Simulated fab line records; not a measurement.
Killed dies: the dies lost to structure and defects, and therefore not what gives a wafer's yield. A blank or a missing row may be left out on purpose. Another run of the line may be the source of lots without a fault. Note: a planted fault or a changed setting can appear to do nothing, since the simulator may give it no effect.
Code-filled problem report in 8D (eight disciplines) form    flow sky130    the parts of the form that need people (team, actions taken, sign-off) are left out

== 1. THE PROBLEM ==
Wafers without a fault read 1200 W with a standard deviation of 3.1, while bias w at SKY_METAL3_ETCH_17 averages 1154 W across 2 wafers of 1 lot. That is -15 standard deviations from the usual mean.
The step: etches SiO2 in C4F8/O2/Ar, stops on TiN, time 3.9 s, target depth 15 nm.
Earliest sighting: wafer L643.4 on rie diel-01 at day 41 14:15. Wafers with a number at this step in the record: 33, from 11 lots. By rule, "out" or "out of limits" means more than 4 standard deviations away from the usual mean. Any other wafer with a number is counted as sound.

== 2. WHAT IT IS; WHAT IT IS NOT ==
question                     is                 is not
which readings at this step  bias w             oes product au
which lots                   L643               L633, L635, L636, L637, L638, L642, L653, L654, L655, L656
which wafers of those lots   L643.4, L643.5     L643.6
read on which tools          rie diel-01        rie diel-03, rie diel-04
when                         from day 41 14:15  up to then (19 sound wafers); but 12 sound wafers of L653, L654, L655, L656 came after

== 3. THE SUSPECTS, EACH WITH WHAT RULES IT OUT ==
Counting: any tool at a process step up to the reading remains a suspect provided it ran every lot that is out. Sound lots after the first of them don't rule it out here, since some wafers of a struck lot are sound.
- plasma asher-02 at SKY_METAL2_STRIP_20 (strips in O2/N2): kept. It ran the lot that is out, L643 (day 38 08:17); its last sound lot up to then is L642 (day 38 04:16).
- plasma asher-02 at SKY_VIA2_STRIP_16 (strips in O2/N2): kept. It ran the lot that is out, L643 (day 39 09:55); its last sound lot up to then is L635 (day 37 11:58).
- pvd sputter-03 at SKY_METAL3_SPUTTER_03 (material Ti, target thk 5 nm, time 3.3 s): kept. It ran the lot that is out, L643 (day 39 11:14); its last sound lot up to then is L637 (day 38 01:34).
- rie diel-01 at SKY_METAL3_ETCH_17 (etches SiO2 in C4F8/O2/Ar, stops on TiN, time 3.9 s, target depth 15 nm): kept. It ran the lot that is out, L643 (day 41 14:15); its last sound lot up to then is L637 (day 40 03:12). Its own readings are out on those wafers: bias w.
- Within plasma asher-02 at SKY_VIA2_STRIP_16, the wafers that are out were processed in chamber 1 and their sound lot-mates in chamber 0.
- Within rie diel-01 at SKY_METAL3_ETCH_17, the wafers that are out were processed in chamber 1 and their sound lot-mates in chamber 2.
Left after counting: plasma asher-02 at SKY_METAL2_STRIP_20, plasma asher-02 at SKY_VIA2_STRIP_16, pvd sputter-03 at SKY_METAL3_SPUTTER_03, rie diel-01 at SKY_METAL3_ETCH_17.

== 4. THE CAUSE (what the simulator had put in) ==
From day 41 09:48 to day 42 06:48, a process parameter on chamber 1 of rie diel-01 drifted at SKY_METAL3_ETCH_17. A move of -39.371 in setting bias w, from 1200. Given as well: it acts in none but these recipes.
Counting left 4 suspects, and this tool is among them.

== 5. SEQUENCE OF EFFECTS, ordered by route ==
Rows list readings where the struck wafers' mean (over those with a number) sits beyond 3 standard deviations from the usual. Readings are gone through only where the record gives a usual standard deviation; hours: the median, over the lots, of the time from a lot's start at the first step in this table giving one to that lot's start at this step; sigmas: the change measured in usual standard deviations.
hours  step                reading  usual   on struck wafers  change  sigmas
0      SKY_METAL3_ETCH_17  bias w   1200 W  1154              -46     -15
Process steps it contains:
- SKY_METAL3_ETCH_17: etches SiO2 in C4F8/O2/Ar, stops on TiN, time 3.9 s, target depth 15 nm.

== 6. HOW IT WOULD HAVE BEEN CAUGHT EARLIER ==
First out-of-limits reading in this record: day 41 14:15, which is 4 hours after fault onset at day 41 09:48.
